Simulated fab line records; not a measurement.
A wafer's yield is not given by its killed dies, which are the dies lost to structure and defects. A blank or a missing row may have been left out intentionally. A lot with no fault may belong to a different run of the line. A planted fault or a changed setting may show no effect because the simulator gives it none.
fab line records	flow sky130
record: lots: 5	wafers: 15	lastDay: 50
route steps=708 shown NWELL@82 PWDE@84 VT_ADJUST_HVTP@85 VT_ADJUST_LVTN@97
lots with no fault: from the same line, run without faults
startH: start of the lot's first displayed wafer, in hours after the record's first day	waitH: time in hours since the lot's previous step	" unchanged from the row above	L1.1+2: several wafers, shown together as one row	- no value, or no start given	* or withheld: withheld	< > ~ a bound
route shown NAME@n: NAME is a module with steps in the file, n the number in the route of the first one	usual: mean/standard deviation of fault-free wafers	same: alike in all rows	chamber/n: place in a boat	sites: per-site readings	_std_site: the standard deviation of these	_edge_site: the outer-site mean with the inner-site mean subtracted	radiusMm: for every site, how far away it sits from the centre of the wafer	mask NAME#n: copy n	behind: tool/chamber where the wafer was last shaped	hold: why the lot went on hold/how many hours it stayed there/how the hold came to an end	device: the n, p or np transistor that did not switch	end of line: tests of these same wafers at the route's end	step lacking rows: just its recipe	killed: dies that structure and defects cost at the first sort, which is not the same as the wafer's yield	map: a wafer's dies, x killed, . not, _ none there
set.NAME: the setting the step ran with; set.NAME@STEP: the setting that earlier step ran with	model.NAME: the simulator's own value behind a step, which no gauge read
lots at selected steps of the route; one table per step, one row per wafer
services: the hour from which a tool's chamber was out of use, counted from the record's first day as startH (under 0 if before that day), plus the number of hours and why
== steps ==
step: SKY_NWELL_RS_MEAS_29
recipe: thkMeasGauge: four-point-probe
usual: NWELL_RS: 624.5/1.7
lot.wafer	tool	chamber	startH	waitH	NWELL_RS[ohm/sq]
L081.1	filmMetro-03	-	147.89	0.1	624.6
L081.2	"	-	"	"	620.0
L081.5	"	-	"	"	622.0
L086.2	filmMetro-01	-	177.91	0.1	621.4
L086.3	"	-	"	"	625.6
L086.4	"	-	"	"	624.3
L089.1	filmMetro-01	-	196.59	0.1	625.3
L089.2	"	-	"	"	623.8
L089.6	"	-	"	"	623.7
L094.1	filmMetro-01	-	225.39	0.1	622.1
L094.3	"	-	"	"	622.8
L094.6	"	-	"	"	624.4
L097.2	filmMetro-01	-	246.33	0.1	625.7
L097.3	"	-	"	"	627.3
L097.6	"	-	"	"	626.9
step: SKY_NWELL_RS_MEAS_31
recipe: thkMeasGauge: four-point-probe
usual: PWDE_RS: 5275/17
lot.wafer	tool	chamber	startH	waitH	PWDE_RS[ohm/sq]
L081.1	filmMetro-03	-	148.13	0.1	5299
L081.2	"	-	"	"	5281
L081.5	"	-	"	"	5293
L086.2	filmMetro-01	-	178.15	0.1	5252
L086.3	"	-	"	"	5262
L086.4	"	-	"	"	5255
L089.1	filmMetro-01	-	196.83	0.1	5246
L089.2	"	-	"	"	5274
L089.6	"	-	"	"	5284
L094.1	filmMetro-01	-	225.63	0.1	5277
L094.3	"	-	"	"	5277
L094.6	"	-	"	"	5286
L097.2	filmMetro-01	-	246.57	0.1	5256
L097.3	"	-	"	"	5253
L097.6	"	-	"	"	5257
step: SKY_VT_ADJUST_HVTP_DEHYDRATE_00
recipe: tempC: 200	timeS: 60
lot.wafer	tool	chamber	startH	waitH
L081.1+2+5	lithoTrack-01	0	157.82	9.7
L086.2+3+4	lithoTrack-02	0	188.43	10.3
L089.1+2+6	lithoTrack-01	0	206.47	9.6
L094.1+3+6	lithoTrack-02	0	236.96	11.3
L097.2+3+6	lithoTrack-01	0	257.75	11.2
step: SKY_VT_ADJUST_HVTP_HMDS_01
recipe: primeTimeS: 60	primeTempC: 120
lot.wafer	tool	chamber	startH	waitH
L081.1+2+5	lithoTrack-01	0	157.97	0.1
L086.2+3+4	lithoTrack-02	0	188.58	0.1
L089.1+2+6	lithoTrack-01	0	206.62	0.1
L094.1+3+6	lithoTrack-02	0	237.11	0.1
L097.2+3+6	lithoTrack-01	0	257.90	0.1
step: SKY_VT_ADJUST_HVTP_COAT_02
recipe: resist: NOVOLAK	spinRpm: 3000	resistThkNm: 1140
lot.wafer	tool	chamber	startH	waitH
L081.1+2+5	lithoTrack-01	0	158.12	0.1
L086.2+3+4	lithoTrack-02	0	188.73	0.1
L089.1+2+6	lithoTrack-01	0	206.77	0.1
L094.1+3+6	lithoTrack-02	0	237.26	0.1
L097.2+3+6	lithoTrack-01	0	258.05	0.1
step: SKY_VT_ADJUST_HVTP_SOFTBAKE_03
recipe: tempC: 90	timeS: 60	resist: NOVOLAK
lot.wafer	tool	chamber	startH	waitH
L081.1+2+5	lithoTrack-01	0	158.27	0.1
L086.2+3+4	lithoTrack-02	0	188.88	0.1
L089.1+2+6	lithoTrack-01	0	206.92	0.1
L094.1+3+6	lithoTrack-02	0	237.41	0.1
L097.2+3+6	lithoTrack-01	0	258.20	0.1
step: SKY_VT_ADJUST_HVTP_EXPOSE_04
recipe: maskId: HVTPM	na: 0.6	sourceShape: conventional	sigmaOuter: 0.6	polarization: unpolarized	targetCdNm: 380	doseMj: 140
lot.wafer	tool	chamber	startH	waitH	mask
L081.1+2+5	ilineStepper-02	0	-	-	HVTPM#0
L086.2+3+4	ilineStepper-02	0	-	-	HVTPM#0
L089.1+2+6	ilineStepper-01	0	-	-	HVTPM#0
L094.1+3+6	ilineStepper-02	0	-	-	HVTPM#0
L097.2+3+6	ilineStepper-02	0	-	-	HVTPM#0
step: SKY_VT_ADJUST_HVTP_PEB_05
recipe: tempC: withheld	timeS: *	resist: NOVOLAK
lot.wafer	tool	chamber	startH	waitH
L081.1+2+5	lithoTrack-02	0	-	-
L086.2+3+4	lithoTrack-02	0	-	-
L089.1+2+6	lithoTrack-03	0	-	-
L094.1+3+6	lithoTrack-03	0	-	-
L097.2+3+6	lithoTrack-03	0	-	-
step: SKY_VT_ADJUST_HVTP_DEVELOP_06
recipe: resist: NOVOLAK	developer: TMAH	developTimeS: 60	devTempC: 23
lot.wafer	tool	chamber	startH	waitH
L081.1+2+5	lithoTrack-02	0	168.31	0.1
L086.2+3+4	lithoTrack-02	0	199.13	0.1
L089.1+2+6	lithoTrack-03	0	218.38	0.1
L094.1+3+6	lithoTrack-03	0	248.33	0.1
L097.2+3+6	lithoTrack-03	0	269.55	0.1
step: SKY_VT_ADJUST_HVTP_CD_MEAS_07
recipe: targetCdNm: 380
usual: cdNm: 380.4/2.9
lot.wafer	tool	chamber	startH	waitH	cdNm
L081.1	cdSem-01	-	168.46	0.1	380.5
L081.2	"	-	"	"	380.1
L081.5	"	-	"	"	377.9
L086.2	cdSem-02	-	199.28	0.1	381.9
L086.3	"	-	"	"	380.4
L086.4	"	-	"	"	381.0
L089.1	cdSem-01	-	218.53	0.1	384.5
L089.2	"	-	"	"	387.3
L089.6	"	-	"	"	386.2
L094.1	cdSem-01	-	248.48	0.1	378.7
L094.3	"	-	"	"	379.4
L094.6	"	-	"	"	377.5
L097.2	cdSem-01	-	269.70	0.1	381.0
L097.3	"	-	"	"	380.0
L097.6	"	-	"	"	379.0
step: SKY_VT_ADJUST_HVTP_OVL_MEAS_08
usual: VT_ADJUST_HVTP_OVL: -0.3/1.3
lot.wafer	tool	chamber	startH	waitH	VT_ADJUST_HVTP_OVL[nm]
L081.1	overlay-01	-	168.58	0.1	2.0
L081.2	"	-	"	"	2.1
L081.5	"	-	"	"	2.2
L086.2	overlay-02	-	199.38	0.1	0.5
L086.3	"	-	"	"	0.6
L086.4	"	-	"	"	-0.6
L089.1	overlay-01	-	218.65	0.1	-0.7
L089.2	"	-	"	"	-0.7
L089.6	"	-	"	"	-0.4
L094.1	overlay-02	-	248.60	0.1	-0.1
L094.3	"	-	"	"	-1.9
L094.6	"	-	"	"	-2.0
L097.2	overlay-02	-	269.80	0.1	-2.4
L097.3	"	-	"	"	0.2
L097.6	"	-	"	"	-0.1
step: SKY_VT_ADJUST_HVTP_IMPLANT_09
recipe: species: As	energyKev: 150	doseCm2: 4.3e+12	tiltDeg: withheld
usual: beamOnS: 9.99/0.21
lot.wafer	tool	chamber	startH	waitH	beamOnS
L081.1	implanter-03	0	168.61	0.0	9.91
L081.2	"	0	"	"	10.00
L081.5	"	0	"	"	9.85
L086.2	implanter-02	0	199.44	0.0	10.23
L086.3	"	0	"	"	9.72
L086.4	"	0	"	"	10.13
L089.1	implanter-01	0	218.68	0.0	9.70
L089.2	"	0	"	"	9.85
L089.6	"	0	"	"	9.71
L094.1	implanter-01	0	248.63	0.0	10.11
L094.3	"	0	"	"	10.10
L094.6	"	0	"	"	10.06
L097.2	implanter-01	0	269.86	0.0	10.15
L097.3	"	0	"	"	10.18
L097.6	"	0	"	"	9.89
step: SKY_VT_ADJUST_HVTP_STRIP_10
recipe: chemistry: O2/N2	powerW: 1400	pressureMtorr: 1500	platenTempC: withheld	o2FlowSccm: 3000	n2FlowSccm: 300	overashFraction: 0.5
usual: drypumpMotorCurrentA: 5.9/0.39	n2FlowSccm: 300.0/0.88	oesProductAu: 0.715/0.0049	stripTimeToEndpointS: 14.18/0.04
lot.wafer	tool	chamber	startH	waitH	drypumpMotorCurrentA	n2FlowSccm	oesProductAu	rfHoursCounterH	stripTimeToEndpointS
L081.1	plasmaAsher-02	0	168.76	0.1	5.9	299.9	0.715	47	14.26
L081.2	"	1	"	"	6.0	300.3	0.719	47	14.18
L081.5	"	0	"	"	5.9	300.9	0.712	-	14.24
L086.2	plasmaAsher-04	1	199.56	0.1	6.3	299.2	0.710	53	14.18
L086.3	"	1	"	"	6.3	300.4	0.706	-	14.13
L086.4	"	0	"	"	5.4	300.8	0.713	-	14.21
L089.1	plasmaAsher-04	0	218.83	0.1	5.4	300.5	0.714	54	14.15
L089.2	"	1	"	"	6.3	300.5	0.717	54	14.17
L089.6	"	0	"	"	5.4	301.5	0.729	-	14.13
L094.1	plasmaAsher-03	0	248.78	0.1	6.3	299.2	0.723	39	14.16
L094.3	"	0	"	"	6.3	298.5	0.720	-	14.14
L094.6	"	1	"	"	5.8	299.4	0.714	-	14.14
L097.2	plasmaAsher-02	0	269.98	0.1	6.0	299.3	0.718	56	14.18
L097.3	"	1	"	"	6.0	300.7	0.717	-	14.14
L097.6	"	1	"	"	6.0	300.1	0.712	-	14.11
step: SKY_VT_ADJUST_HVTP_TW_MEAS_11
usual: VT_ADJUST_HVTP_TW: 1343/7.2
lot.wafer	tool	chamber	startH	waitH	VT_ADJUST_HVTP_TW
L081.1	filmMetro-02	-	168.86	0.1	1347
L081.2	"	-	"	"	1345
L081.5	"	-	"	"	1353
L086.2	filmMetro-04	-	199.67	0.1	1347
L086.3	"	-	"	"	1353
L086.4	"	-	"	"	1349
L089.1	filmMetro-03	-	218.93	0.1	1349
L089.2	"	-	"	"	1346
L089.6	"	-	"	"	1348
L094.1	filmMetro-03	-	248.88	0.1	1340
L094.3	"	-	"	"	1343
L094.6	"	-	"	"	1340
L097.2	filmMetro-03	-	270.09	0.1	1332
L097.3	"	-	"	"	1338
L097.6	"	-	"	"	1338
step: SKY_VT_ADJUST_LVTN_DEHYDRATE_00
recipe: tempC: 200	timeS: 60
lot.wafer	tool	chamber	startH	waitH
L081.1+2+5	lithoTrack-03	0	178.53	9.7
L086.2+3+4	lithoTrack-01	0	210.20	10.5
L089.1+2+6	lithoTrack-01	0	229.52	10.6
L094.1+3+6	lithoTrack-03	0	259.93	11.0
L097.2+3+6	lithoTrack-03	0	280.95	10.8
step: SKY_VT_ADJUST_LVTN_HMDS_01
recipe: primeTimeS: 60	primeTempC: 120
lot.wafer	tool	chamber	startH	waitH
L081.1+2+5	lithoTrack-03	0	178.68	0.1
L086.2+3+4	lithoTrack-01	0	210.35	0.1
L089.1+2+6	lithoTrack-01	0	229.67	0.1
L094.1+3+6	lithoTrack-03	0	260.08	0.1
L097.2+3+6	lithoTrack-03	0	281.10	0.1
step: SKY_VT_ADJUST_LVTN_COAT_02
recipe: spinRpm: 2000	resistThkNm: 3021
lot.wafer	tool	chamber	startH	waitH
L081.1+2+5	lithoTrack-03	0	178.83	0.1
L086.2+3+4	lithoTrack-01	0	210.50	0.1
L089.1+2+6	lithoTrack-01	0	229.82	0.1
L094.1+3+6	lithoTrack-03	0	260.23	0.1
L097.2+3+6	lithoTrack-03	0	281.25	0.1
step: SKY_VT_ADJUST_LVTN_SOFTBAKE_03
recipe: tempC: 110	timeS: withheld
lot.wafer	tool	chamber	startH	waitH
L081.1+2+5	lithoTrack-03	0	178.98	0.1
L086.2+3+4	lithoTrack-01	0	210.66	0.1
L089.1+2+6	lithoTrack-01	0	229.97	0.1
L094.1+3+6	lithoTrack-03	0	260.38	0.1
L097.2+3+6	lithoTrack-03	0	281.41	0.1
step: SKY_VT_ADJUST_LVTN_EXPOSE_04
recipe: maskId: NWM_COMPLEMENT_LESS_NATIVE	na: 0.6	sourceShape: conventional	sigmaOuter: 0.6	polarization: unpolarized	targetCdNm: 840	doseMj: 194
lot.wafer	tool	chamber	startH	waitH	mask
L081.1+2+5	ilineStepper-01	0	-	-	NWM_COMPLEMENT_LESS_NATIVE#0
L086.2+3+4	ilineStepper-01	0	-	-	NWM_COMPLEMENT_LESS_NATIVE#0
L089.1+2+6	ilineStepper-02	0	-	-	NWM_COMPLEMENT_LESS_NATIVE#0
L094.1+3+6	ilineStepper-02	0	-	-	NWM_COMPLEMENT_LESS_NATIVE#0
L097.2+3+6	ilineStepper-02	0	-	-	NWM_COMPLEMENT_LESS_NATIVE#0
step: SKY_VT_ADJUST_LVTN_PEB_05
recipe: tempC: 115	timeS: withheld
lot.wafer	tool	chamber	startH	waitH
L081.1+2+5	lithoTrack-03	0	-	-
L086.2+3+4	lithoTrack-01	0	-	-
L089.1+2+6	lithoTrack-03	0	-	-
L094.1+3+6	lithoTrack-04	0	-	-
L097.2+3+6	lithoTrack-04	0	-	-
step: SKY_VT_ADJUST_LVTN_DEVELOP_06
recipe: wallAngleDeg: 90	developer: TMAH	developTimeS: 60	devTempC: 23
lot.wafer	tool	chamber	startH	waitH
L081.1+2+5	lithoTrack-03	0	-	-
L086.2+3+4	lithoTrack-01	0	-	-
L089.1+2+6	lithoTrack-03	0	-	-
L094.1+3+6	lithoTrack-04	0	-	-
L097.2+3+6	lithoTrack-04	0	-	-
step: SKY_VT_ADJUST_LVTN_OVL_MEAS_07
usual: VT_ADJUST_LVTN_OVL: 0.2/1.4
lot.wafer	tool	chamber	startH	waitH	VT_ADJUST_LVTN_OVL[nm]
L081.1	overlay-02	-	189.58	-	-0.2
L081.2	"	-	"	"	-1.2
L081.5	"	-	"	"	-1.8
L086.2	overlay-01	-	222.08	-	-0.7
L086.3	"	-	"	"	0.4
L086.4	"	-	"	"	0.5
L089.1	overlay-02	-	241.28	-	1.6
L089.2	"	-	"	"	1.7
L089.6	"	-	"	"	2.0
L094.1	overlay-02	-	271.54	-	-0.2
L094.3	"	-	"	"	-1.3
L094.6	"	-	"	"	0.1
L097.2	overlay-02	-	294.10	-	3.3
L097.3	"	-	"	"	0.6
L097.6	"	-	"	"	2.2
step: SKY_VT_ADJUST_LVTN_IMPLANT_08
recipe: species: B	energyKev: 30	doseCm2: 1.57e+12	tiltDeg: withheld
usual: beamOnS: 9.99/0.19
lot.wafer	tool	chamber	startH	waitH	beamOnS
L081.1	implanter-01	0	189.61	0.0	10.22
L081.2	"	0	"	"	9.86
L081.5	"	0	"	"	9.78
L086.2	implanter-01	0	222.13	0.0	10.20
L086.3	"	0	"	"	9.84
L086.4	"	0	"	"	10.02
L089.1	implanter-03	0	241.31	0.0	9.95
L089.2	"	0	"	"	9.91
L089.6	"	0	"	"	10.16
L094.1	implanter-03	0	271.58	0.0	9.99
L094.3	"	0	"	"	9.83
L094.6	"	0	"	"	10.33
L097.2	implanter-04	0	294.15	0.0	9.46
L097.3	"	0	"	"	9.97
L097.6	"	0	"	"	10.24
step: SKY_VT_ADJUST_LVTN_STRIP_09
recipe: chemistry: O2/N2	powerW: 1400	pressureMtorr: 1500	platenTempC: withheld	o2FlowSccm: 3000	n2FlowSccm: 300	overashFraction: 0.5
usual: drypumpMotorCurrentA: 5.9/0.38	n2FlowSccm: 300.1/0.87	oesProductAu: 0.722/0.0048	stripTimeToEndpointS: 37.12/0.11
lot.wafer	tool	chamber	startH	waitH	drypumpMotorCurrentA	n2FlowSccm	oesProductAu	rfHoursCounterH	stripTimeToEndpointS
L081.1	plasmaAsher-03	1	189.76	0.1	5.8	300.5	0.726	33	37.21
L081.2	"	0	"	"	6.3	300.2	0.720	33	37.12
L081.5	"	1	"	"	5.8	300.5	0.723	-	37.20
L086.2	plasmaAsher-03	0	222.26	0.1	6.3	300.6	0.723	37	37.07
L086.3	"	0	"	"	6.3	300.9	0.723	-	37.20
L086.4	"	1	"	"	5.8	299.7	0.721	-	37.02
L089.1	plasmaAsher-01	0	241.46	0.1	6.1	300.2	0.728	12	37.16
L089.2	"	1	"	"	5.5	300.4	0.721	12	37.19
L089.6	"	0	"	"	6.1	300.3	0.714	-	37.10
L094.1	plasmaAsher-04	0	271.73	0.1	5.4	299.5	0.732	60	37.10
L094.3	"	1	"	"	6.3	300.1	0.713	-	37.29
L094.6	"	0	"	"	5.3	299.2	0.721	-	37.14
L097.2	plasmaAsher-01	0	294.28	0.1	6.1	301.8	0.720	17	37.10
L097.3	"	0	"	"	6.1	300.2	0.719	-	36.97
L097.6	"	1	"	"	5.5	299.9	0.728	-	37.04
== services ==
tool	chamber	startH	hours	kind
implanter-03	-	137.06	8.1	repair
plasmaAsher-03	-	143.47	2.8	pm
implanter-02	-	152.66	5.6	repair
implanter-04	-	167.36	1.0	repair
ilineStepper-02	-	215.88	0.8	repair
implanter-03	-	239.62	1.5	repair
implanter-01	-	252.78	1.9	repair
implanter-01	-	258.27	5.5	pm
ilineStepper-02	-	266.31	3.6	repair
implanter-02	-	269.30	3.2	pm
implanter-04	-	269.60	2.3	repair
ilineStepper-01	0	270.24	-	calibration
ilineStepper-01	-	276.67	8.9	pm
implanter-03	-	276.87	4.6	pm
ilineStepper-01	-	285.56	2.1	pm
ilineStepper-01	-	287.65	-	consumableReplace:lamp
plasmaAsher-03	-	288.97	14.6	pm
== key ==
fault none
